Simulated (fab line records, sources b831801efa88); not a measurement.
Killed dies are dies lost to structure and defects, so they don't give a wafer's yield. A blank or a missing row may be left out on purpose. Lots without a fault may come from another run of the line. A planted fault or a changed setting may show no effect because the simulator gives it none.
fab line records | flow sky130
record lots=12 wafers=36 last_day=50
route steps=708 shown NWELL@67 VT_ADJUST_HVTP@93 VT_ADJUST_NCORE@128 PAD_OPEN@708
lots that met no fault: from a run of the same line without faults
start_h: hours from the record's first day to the start of the lot's first wafer shown | wait_h: hours since the lot's step before | " the same as in the row above | L1.1+2: a row that stands for several wafers | - no value, or no start given | * or withheld: withheld | < > ~ a bound
route shown NAME@n: a module of which the file shows steps, and the number in the route of the first | usual: mean/standard deviation of fault-free wafers | same: alike in all rows | chamber/n: place in a boat | sites: the reading at each site | _std_site: their standard deviation | _edge_site: outer sites' mean less inner sites' | radius_mm: how far each site lies from the wafer's centre | mask NAME#n: copy n | behind: the tool/chamber that last shaped the wafer | hold: why the lot was held/for how many hours/how that ended | device: the transistor (n, p or np) that didn't switch | end of line: the same wafers' tests at the end of the route | a step without rows: its recipe alone | killed: dies lost to structure and defects at the first sort, not the wafer's yield | map: a wafer's dies, x killed, . not, _ none there
set.NAME: the setting as run; set.NAME@STEP: as run at that earlier step | model.NAME: the simulator's own value behind a step, which no gauge read
steps of the route over a sample of lots; a table a step, a row a wafer
services: from which hour (start_h, from the record's first day; less than 0 if before it) a tool's chamber was out of use, for how many hours, and why
## steps
# step SKY_NWELL_STRIP_14
# recipe chemistry=O2/N2 power_w=1400 pressure_mtorr=1500 platen_temp_c=withheld o2_flow_sccm=3000 n2_flow_sccm=300 overash_fraction=0.5
# usual drypump_motor_current_A=5.7/0.44 oes_product_au=0.723/0.0047 strip_time_to_endpoint_s=36.91/0.091
# columns lot.wafer tool chamber start_h wait_h drypump_motor_current_A oes_product_au rf_hours_counter_h strip_time_to_endpoint_s
L912.1 plasma_asher-04 1 95.33 0.1 5.5 0.727 39 36.77
L912.2 " 0 " " 6.2 0.722 39 36.81
L912.6 " 0 " " 6.2 0.722 - 36.89
L913.2 plasma_asher-01 1 101.81 0.1 6.2 0.723 42 36.95
L913.4 " 0 " " 5.4 0.720 - 36.91
L913.6 " 0 " " 5.4 0.719 - 36.98
L914.2 plasma_asher-04 1 110.56 0.1 5.6 0.727 40 36.95
L914.5 " 1 " " 5.6 0.716 - 36.95
L914.6 " 0 " " 6.2 0.719 - 37.10
L918.2 plasma_asher-01 0 131.08 0.1 5.4 0.722 1 37.06
L918.5 " 0 " " 5.4 0.729 - 36.96
L918.6 " 1 " " 6.3 0.723 - 37.00
L919.1 plasma_asher-01 1 137.13 0.1 6.2 0.717 2 36.94
L919.3 " 0 " " 5.4 0.731 - 36.98
L919.4 " 1 " " 6.2 0.721 - 37.06
L925.1 plasma_asher-01 1 174.36 0.1 6.2 0.737 6 36.94
L925.4 " 0 " " 5.4 0.712 - 37.01
L925.5 " 1 " " 6.2 0.724 - 37.01
L928.1 plasma_asher-01 0 195.31 0.1 5.4 0.718 7 36.82
L928.3 " 0 " " 5.4 0.720 - 36.72
L928.4 " 1 " " 6.2 0.725 - 36.82
L929.1 plasma_asher-01 1 201.03 0.1 6.2 0.720 8 36.92
L929.4 " 0 " " 5.4 0.727 - 36.70
L929.5 " 1 " " 6.2 0.711 - 36.81
L930.3 plasma_asher-02 1 203.04 0.1 5.2 0.720 - 36.90
L930.5 " 1 " " 5.2 0.733 - 36.85
L930.6 " 0 " " 5.2 0.725 - 36.88
L931.3 plasma_asher-02 0 210.64 0.1 5.1 0.716 - 36.73
L931.4 " 1 " " 5.2 0.727 - 36.89
L931.6 " 0 " " 5.1 0.719 - 36.88
L932.1 plasma_asher-02 1 218.63 0.1 5.2 0.720 42 36.85
L932.2 " 0 " " 5.2 0.719 42 36.88
L932.3 " 0 " " 5.1 0.723 - 36.86
L933.2 plasma_asher-04 0 218.86 0.1 6.2 0.727 51 36.90
L933.4 " 1 " " 5.6 0.726 - 36.89
L933.5 " 1 " " 5.5 0.727 - 36.99
# step SKY_VT_ADJUST_HVTP_OVL_MEAS_08
# usual VT_ADJUST_HVTP_OVL=0.7/1.6
# columns lot.wafer tool chamber start_h wait_h VT_ADJUST_HVTP_OVL[nm]
L912.1 overlay-01 - 132.11 0.1 -1.2
L912.2 " - " " -0.1
L912.6 " - " " 0.3
L913.2 overlay-02 - 140.45 0.1 3.1
L913.4 " - " " 1.8
L913.6 " - " " 0.5
L914.2 overlay-01 - 150.32 0.1 2.5
L914.5 " - " " 2.7
L914.6 " - " " 3.3
L918.2 overlay-01 - 172.00 0.1 1.7
L918.5 " - " " 3.4
L918.6 " - " " 0.8
L919.1 overlay-01 - 176.79 0.1 -1.9
L919.3 " - " " -1.6
L919.4 " - " " -1.9
L925.1 overlay-02 - 218.51 0.1 1.7
L925.4 " - " " 2.0
L925.5 " - " " 2.4
L928.1 overlay-01 - 239.81 0.1 -2.0
L928.3 " - " " -2.2
L928.4 " - " " -0.7
L929.1 overlay-02 - 246.31 0.1 2.1
L929.4 " - " " 1.7
L929.5 " - " " 2.1
L930.3 overlay-01 - 249.24 0.1 1.8
L930.5 " - " " 1.2
L930.6 " - " " 2.3
L931.3 overlay-01 - 257.02 0.1 0.9
L931.4 " - " " 0.3
L931.6 " - " " -1.9
L932.1 overlay-02 - 266.91 0.1 0.7
L932.2 " - " " 0.7
L932.3 " - " " 0.6
L933.2 overlay-01 - 267.22 0.1 1.5
L933.4 " - " " 1.6
L933.5 " - " " 0.7
# step SKY_VT_ADJUST_NCORE_IMPLANT_09
# recipe species=B energy_kev=10 dose_cm2=2.4e+12 tilt_deg=withheld
# usual beam_energy_keV=10.000/0.0031 beam_on_s=9.99/0.21
# columns lot.wafer tool chamber start_h wait_h beam_energy_keV beam_on_s
L912.1 implanter-04 0 194.63 0.0 9.999 10.24
L912.2 " 0 " " 10.000 10.14
L912.6 " 0 " " 10.001 9.89
L913.2 implanter-03 0 203.46 0.0 10.002 10.35
L913.4 " 0 " " 10.000 9.88
L913.6 " 0 " " 10.001 9.72
L914.2 implanter-03 0 213.49 0.1 10.000 10.07
L914.5 " 0 " " 10.001 9.96
L914.6 " 0 " " 10.002 10.05
L918.2 implanter-03 0 238.51 0.0 14.447 9.83
L918.5 " 0 " " 14.449 9.87
L918.6 " 0 " " 14.445 9.70
L919.1 implanter-03 0 244.58 0.0 14.446 9.92
L919.3 " 0 " " 14.452 10.24
L919.4 " 0 " " 14.449 10.14
L925.1 implanter-02 0 291.33 0.0 10.000 9.93
L925.4 " 0 " " 10.000 10.00
L925.5 " 0 " " 9.999 9.68
L928.1 implanter-02 0 316.03 0.0 9.999 9.70
L928.3 " 0 " " 9.999 10.16
L928.4 " 0 " " 9.996 9.94
L929.1 implanter-03 0 323.08 0.0 9.998 10.21
L929.4 " 0 " " 9.999 9.64
L929.5 " 0 " " 10.002 9.90
L930.3 implanter-03 0 327.63 0.1 9.995 9.82
L930.5 " 0 " " 9.996 9.92
L930.6 " 0 " " 9.999 10.25
L931.3 implanter-02 0 334.50 0.1 9.998 9.73
L931.4 " 0 " " 10.003 9.98
L931.6 " 0 " " 9.999 9.75
L932.1 implanter-04 0 345.38 0.0 9.996 10.10
L932.2 " 0 " " 9.997 10.12
L932.3 " 0 " " 9.996 9.81
L933.2 implanter-03 0 346.06 0.0 10.004 9.79
L933.4 " 0 " " 9.998 10.14
L933.5 " 0 " " 10.002 10.01
# step SKY_VT_ADJUST_NCORE_STRIP_10
# recipe chemistry=O2/N2 power_w=1400 pressure_mtorr=1500 platen_temp_c=withheld o2_flow_sccm=3000 n2_flow_sccm=300 overash_fraction=0.5
# usual drypump_motor_current_A=5.9/0.35 oes_product_au=0.716/0.0047 strip_time_to_endpoint_s=14.17/0.038
# columns lot.wafer tool chamber start_h wait_h drypump_motor_current_A oes_product_au rf_hours_counter_h strip_time_to_endpoint_s
L912.1 plasma_asher-04 1 194.78 0.1 5.5 0.718 49 14.17
L912.2 " 0 " " 6.2 0.711 49 14.18
L912.6 " 1 " " 5.6 0.722 - 14.15
L913.2 plasma_asher-04 0 203.58 0.1 6.2 0.712 50 14.15
L913.4 " 0 " " 6.3 0.722 - 14.18
L913.6 " 1 " " 5.5 0.714 - 14.22
L914.2 plasma_asher-03 0 213.61 0.1 6.3 0.712 52 14.22
L914.5 " 1 " " 5.9 0.714 - 14.15
L914.6 " 0 " " 6.3 0.732 - 14.20
L918.2 plasma_asher-04 1 238.63 0.1 5.5 0.714 53 14.19
L918.5 " 1 " " 5.6 0.706 - 14.19
L918.6 " 0 " " 6.2 0.718 - 14.21
L919.1 plasma_asher-04 0 244.73 0.1 6.3 0.713 54 14.17
L919.3 " 1 " " 5.5 0.715 - 14.15
L919.4 " 0 " " 6.2 0.709 - 14.17
L925.1 plasma_asher-01 0 291.48 0.1 5.4 0.720 15 14.18
L925.4 " 1 " " 6.2 0.706 - 14.15
L925.5 " 0 " " 5.4 0.710 - 14.16
L928.1 plasma_asher-04 0 316.18 0.1 6.2 0.715 61 14.15
L928.3 " 0 " " 6.2 0.716 - 14.21
L928.4 " 1 " " 5.6 0.721 - 14.13
L929.1 plasma_asher-04 1 323.23 0.1 5.5 0.720 62 14.21
L929.4 " 1 " " 5.5 0.715 - 14.14
L929.5 " 0 " " 6.2 0.718 - 14.18
L930.3 plasma_asher-03 1 327.76 0.1 5.9 0.709 - 14.21
L930.5 " 1 " " 5.9 0.711 - 14.20
L930.6 " 0 " " 6.3 0.719 - 14.23
L931.3 plasma_asher-04 1 334.63 0.1 5.6 0.714 - 14.18
L931.4 " 0 " " 6.2 0.725 - 14.16
L931.6 " 0 " " 6.2 0.714 - 14.12
L932.1 plasma_asher-01 0 345.53 0.1 5.4 0.715 21 14.16
L932.2 " 1 " " 6.2 0.715 21 14.17
L932.3 " 1 " " 6.2 0.714 - 14.18
L933.2 plasma_asher-01 1 346.18 0.1 6.2 0.721 21 14.20
L933.4 " 0 " " 5.4 0.716 - 14.22
L933.5 " 0 " " 5.4 0.721 - 14.23
# step SKY_VT_ADJUST_NCORE_TW_MEAS_11
# usual VT_ADJUST_NCORE_TW=220.5/1.5
# columns lot.wafer tool chamber start_h wait_h VT_ADJUST_NCORE_TW
L912.1 film_metro-01 - 194.88 0.1 219.1
L912.2 " - " " 220.3
L912.6 " - " " 219.3
L913.2 film_metro-04 - 203.69 0.1 221.1
L913.4 " - " " 220.7
L913.6 " - " " 221.3
L914.2 film_metro-04 - 213.72 0.1 222.2
L914.5 " - " " 221.3
L914.6 " - " " 220.3
L918.2 film_metro-01 - 238.74 0.1 237.3
L918.5 " - " " 238.7
L918.6 " - " " 238.4
L919.1 film_metro-02 - 244.83 0.1 238.7
L919.3 " - " " 242.0
L919.4 " - " " 241.4
L925.1 film_metro-04 - 291.58 0.1 219.7
L925.4 " - " " 222.4
L925.5 " - " " 220.5
L928.1 film_metro-04 - 316.28 0.1 219.8
L928.3 " - " " 220.1
L928.4 " - " " 219.6
L929.1 film_metro-04 - 323.33 0.1 221.6
L929.4 " - " " 219.8
L929.5 " - " " 219.0
L930.3 film_metro-02 - 327.85 0.1 222.2
L930.5 " - " " 222.7
L930.6 " - " " 222.3
L931.3 film_metro-04 - 334.72 0.1 220.8
L931.4 " - " " 220.0
L931.6 " - " " 220.9
L932.1 film_metro-02 - 345.63 0.1 221.9
L932.2 " - " " 221.8
L932.3 " - " " 220.2
L933.2 film_metro-01 - 346.29 0.1 218.2
L933.4 " - " " 219.7
L933.5 " - " " 218.8
# step SKY_PAD_OPEN_PROBE_99
# usual killed_at_M0_to_M3=43/7.7 killed_at_M4_up=3.4/1.9 killed_at_contacts=25/5.6 killed_at_front_end=14/4.3 killed_at_other=0.2/0.5 killed_dies=86/10 killed_open=47/7.2 killed_short=39/6.7
# same gross_dies=492 killed_at_back_side=0
# columns lot.wafer tool chamber start_h wait_h killed_at_M0_to_M3 killed_at_M4_up killed_at_contacts killed_at_front_end killed_at_other killed_dies killed_open killed_short
L912.1 prober-02 - 1088.15 0.1 51 3 32 14 0 100 60 40
L912.2 prober-02 - 1088.20 0.1 48 5 25 9 0 87 46 41
L912.6 prober-02 - 1088.40 0.2 36 0 32 11 0 79 46 33
L919.1 prober-01 - 1130.86 0.1 58 4 15 21 0 98 53 45
L919.3 prober-01 - 1130.96 0.2 38 3 27 17 0 85 48 37
L919.4 prober-01 - 1131.01 0.2 43 3 28 27 0 101 61 40
L925.1 prober-02 - 1174.90 0.1 44 0 23 13 0 80 46 34
L925.4 prober-02 - 1175.05 0.2 73 8 27 16 0 124 62 62
L925.5 prober-02 - 1175.10 0.2 57 2 19 15 0 93 41 52
L928.1 prober-02 - 1185.21 0.1 30 1 23 27 0 81 43 38
L928.3 prober-02 - 1185.31 0.2 32 2 32 17 0 83 48 35
L928.4 prober-02 - 1185.36 0.2 39 2 24 14 1 80 39 41
L929.1 prober-01 - 1186.26 0.1 33 3 25 8 0 69 40 29
L929.4 prober-01 - 1186.41 0.2 39 4 28 22 1 94 51 43
L929.5 prober-01 - 1186.46 0.2 34 5 33 15 0 87 61 26
L931.3 prober-01 - 1191.67 0.2 48 3 26 18 0 95 50 45
L931.4 prober-01 - 1191.72 0.2 43 5 31 7 0 86 50 36
L931.6 prober-01 - 1191.82 0.2 36 5 31 14 1 87 52 35
L932.1 prober-02 - 1200.41 0.1 38 4 25 18 0 85 45 40
L932.2 prober-02 - 1200.46 0.1 30 2 15 20 0 67 34 33
L932.3 prober-02 - 1200.51 0.2 46 4 30 12 0 92 48 44
# killed by level:class
L912.1 CONTACT:geometric_particle:open=11 LI_CONTACT:geometric_particle:open=10 VIA3:geometric_particle:open=10 VIA2:geometric_particle:open=9 LOCAL_INTERCONNECT:geometric_particle:short=8 VIA1:geometric_particle:open=6 VIA1:geometric_particle:short=5 VIA3:geometric_particle:short=5
L912.2 VIA2:geometric_particle:open=10 VIA1:geometric_particle:open=9 CONTACT:geometric_particle:open=8 METAL1:geometric_particle:short=7 CONTACT:geometric_particle:short=6 LI_CONTACT:geometric_particle:open=5 METAL4:geometric_particle:short=4 METAL2:geometric_particle:short=4
L912.6 VIA2:geometric_particle:open=10 LI_CONTACT:geometric_particle:open=9 CONTACT:geometric_particle:open=9 LI_CONTACT:geometric_particle:short=7 VIA1:geometric_particle:open=5 POLY_GATE:geometric_particle:short=4 CONTACT:geometric_particle:short=4 VIA1:geometric_particle:short=4
L919.1 VIA1:geometric_particle:open=19 METAL1:geometric_particle:short=11 VIA3:geometric_particle:open=6 FIELD_ISO:geometric_particle:short=5 POLY_GATE:geometric_particle:short=5 LI_CONTACT:geometric_particle:open=5 METAL2:geometric_particle:short=5 VIA1:geometric_particle:short=5
L919.3 CONTACT:geometric_particle:open=14 VIA1:geometric_particle:open=7 VIA2:geometric_particle:open=7 FIELD_ISO:geometric_particle:short=5 LI_CONTACT:geometric_particle:open=5 VIA3:geometric_particle:open=5 VIA1:geometric_particle:short=5 FIELD_ISO:geometric_particle:open=4
L919.4 VIA1:geometric_particle:open=15 FIELD_ISO:geometric_particle:open=11 CONTACT:geometric_particle:short=7 METAL1:geometric_particle:short=7 LI_CONTACT:geometric_particle:open=6 CONTACT:geometric_particle:open=6 VIA2:geometric_particle:open=6 FIELD_ISO:geometric_particle:short=5
L925.1 VIA3:geometric_particle:open=9 LI_CONTACT:geometric_particle:open=7 CONTACT:geometric_particle:open=7 VIA2:geometric_particle:open=7 VIA1:geometric_particle:open=7 METAL1:geometric_particle:short=5 METAL2:geometric_particle:short=5 POLY_GATE:geometric_particle:open=4
L925.4 VIA1:geometric_particle:open=16 METAL2:geometric_particle:short=14 VIA1:geometric_particle:short=14 CONTACT:geometric_particle:open=9 VIA3:geometric_particle:open=8 VIA2:geometric_particle:open=7 FIELD_ISO:geometric_particle:open=6 METAL1:geometric_particle:short=5
L925.5 VIA1:geometric_particle:open=13 VIA1:geometric_particle:short=12 METAL2:geometric_particle:short=9 CONTACT:geometric_particle:open=7 METAL1:geometric_particle:short=7 METAL3:geometric_particle:short=7 FIELD_ISO:geometric_particle:short=6 LOCAL_INTERCONNECT:geometric_particle:short=5
L928.1 CONTACT:geometric_particle:open=9 FIELD_ISO:geometric_particle:open=7 POLY_GATE:geometric_particle:short=7 VIA1:geometric_particle:open=7 FIELD_ISO:geometric_particle:short=6 POLY_GATE:geometric_particle:open=6 LI_CONTACT:geometric_particle:open=6 VIA1:geometric_particle:short=6
L928.3 CONTACT:geometric_particle:open=9 LI_CONTACT:geometric_particle:open=8 VIA1:geometric_particle:open=8 FIELD_ISO:geometric_particle:open=6 METAL1:geometric_particle:short=5 LOCAL_INTERCONNECT:geometric_particle:short=5 VIA2:geometric_particle:open=5 FIELD_ISO:geometric_particle:short=4
L928.4 CONTACT:geometric_particle:open=9 VIA3:geometric_particle:open=9 VIA2:geometric_particle:open=6 FIELD_ISO:geometric_particle:short=5 CONTACT:geometric_particle:short=5 METAL3:geometric_particle:short=5 LI_CONTACT:geometric_particle:open=4 LOCAL_INTERCONNECT:geometric_particle:short=4
L929.1 VIA1:geometric_particle:open=8 LI_CONTACT:geometric_particle:open=7 LOCAL_INTERCONNECT:geometric_particle:short=7 CONTACT:geometric_particle:open=6 VIA2:geometric_particle:open=5 VIA2:geometric_particle:short=4 VIA3:geometric_particle:open=4 FIELD_ISO:geometric_particle:short=3
L929.4 CONTACT:geometric_particle:open=12 VIA1:geometric_particle:open=12 CONTACT:geometric_particle:short=9 VIA2:geometric_particle:open=6 VIA3:geometric_particle:open=6 FIELD_ISO:geometric_particle:short=5 POLY_GATE:geometric_particle:open=4 LI_CONTACT:geometric_particle:open=4
L929.5 CONTACT:geometric_particle:open=14 LI_CONTACT:geometric_particle:open=11 VIA1:geometric_particle:open=6 METAL2:geometric_particle:open=5 VIA3:geometric_particle:open=5 FIELD_ISO:geometric_particle:open=4 LOCAL_INTERCONNECT:geometric_particle:short=4 METAL2:geometric_particle:short=4
L931.3 VIA1:geometric_particle:open=12 CONTACT:geometric_particle:open=9 VIA2:geometric_particle:open=7 POLY_GATE:geometric_particle:short=6 LI_CONTACT:geometric_particle:open=6 POLY_GATE:geometric_particle:open=5 CONTACT:geometric_particle:short=5 METAL1:geometric_particle:short=5
L931.4 LI_CONTACT:geometric_particle:open=12 CONTACT:geometric_particle:open=9 VIA3:geometric_particle:open=8 VIA2:geometric_particle:open=7 VIA1:geometric_particle:short=7 VIA1:geometric_particle:open=5 LI_CONTACT:geometric_particle:short=4 METAL2:geometric_particle:short=4
L931.6 LI_CONTACT:geometric_particle:open=11 CONTACT:geometric_particle:open=10 VIA2:geometric_particle:open=7 METAL1:geometric_particle:short=7 CONTACT:geometric_particle:short=6 POLY_GATE:geometric_particle:open=5 METAL4:geometric_particle:short=5 VIA3:geometric_particle:open=5
L932.1 CONTACT:geometric_particle:open=11 LI_CONTACT:geometric_particle:open=7 METAL1:geometric_particle:short=7 VIA1:geometric_particle:open=7 FIELD_ISO:geometric_particle:open=6 METAL2:geometric_particle:short=6 FIELD_ISO:geometric_particle:short=5 POLY_GATE:geometric_particle:short=4
L932.2 VIA3:geometric_particle:open=8 CONTACT:geometric_particle:open=8 METAL1:geometric_particle:short=8 POLY_GATE:geometric_particle:short=7 FIELD_ISO:geometric_particle:short=5 POLY_GATE:geometric_particle:open=4 VIA1:geometric_particle:open=4 LOCAL_INTERCONNECT:geometric_particle:short=3
L932.3 CONTACT:geometric_particle:open=11 LI_CONTACT:geometric_particle:open=9 LOCAL_INTERCONNECT:geometric_particle:short=8 VIA1:geometric_particle:open=7 VIA2:geometric_particle:open=6 VIA3:geometric_particle:short=6 VIA3:geometric_particle:open=6 POLY_GATE:geometric_particle:short=4
## services
# columns tool chamber start_h hours kind
plasma_asher-03 - 73.73 0.5 repair
implanter-03 - 74.91 1.4 repair
implanter-02 - 79.85 1.2 repair
implanter-02 - 108.66 1.7 repair
plasma_asher-01 - 108.75 9.0 pm
plasma_asher-01 0 108.75 9.0 vent_cycle
plasma_asher-01 1 108.75 9.0 vent_cycle
plasma_asher-01 0 117.75 - clean
plasma_asher-01 1 117.75 - clean
implanter-04 - 127.07 14.2 pm
plasma_asher-04 - 159.48 1.5 repair
implanter-03 - 163.73 3.8 pm
plasma_asher-01 - 201.45 14.6 pm
plasma_asher-02 - 238.85 1.7 repair
implanter-03 - 263.29 1.4 repair
implanter-02 - 264.97 0.7 repair
implanter-03 - 274.92 2.8 repair
plasma_asher-02 - 281.11 0.3 repair
plasma_asher-03 - 289.90 7.0 repair
## key
first_sign step=SKY_VT_ADJUST_NCORE_IMPLANT_09 reading=beam_energy_keV direction=up sigmas=99+ usual=* struck=*
effect step=SKY_VT_ADJUST_NCORE_TW_MEAS_11 reading=VT_ADJUST_NCORE_TW direction=up sigmas=13 usual=220.5 struck=239.4
met_at SKY_VT_ADJUST_NCORE_IMPLANT_09
struck_lots L918,L919
tester_left_out L918,L919
not_acting_at SKY_NWELL_STRIP_14,SKY_VT_ADJUST_HVTP_OVL_MEAS_08,SKY_VT_ADJUST_NCORE_STRIP_10
onset_between 213.49 238.51
fault kind=process_parameter_drift tool=implanter-03 chamber=- onset_h=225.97 steps=SKY_VT_ADJUST_NCORE_IMPLANT_09 channel=energy_kev offset=* shape=step end_h=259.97 acts_in=* stated=*
# tester_left_out: of these lots the tester's yield and bins aren't shown, on N5 and GAA mostly nor the transistor test; their killed dies are dies lost to structure and defects alone, not to doping, threshold or leakage, so they don't give the yield
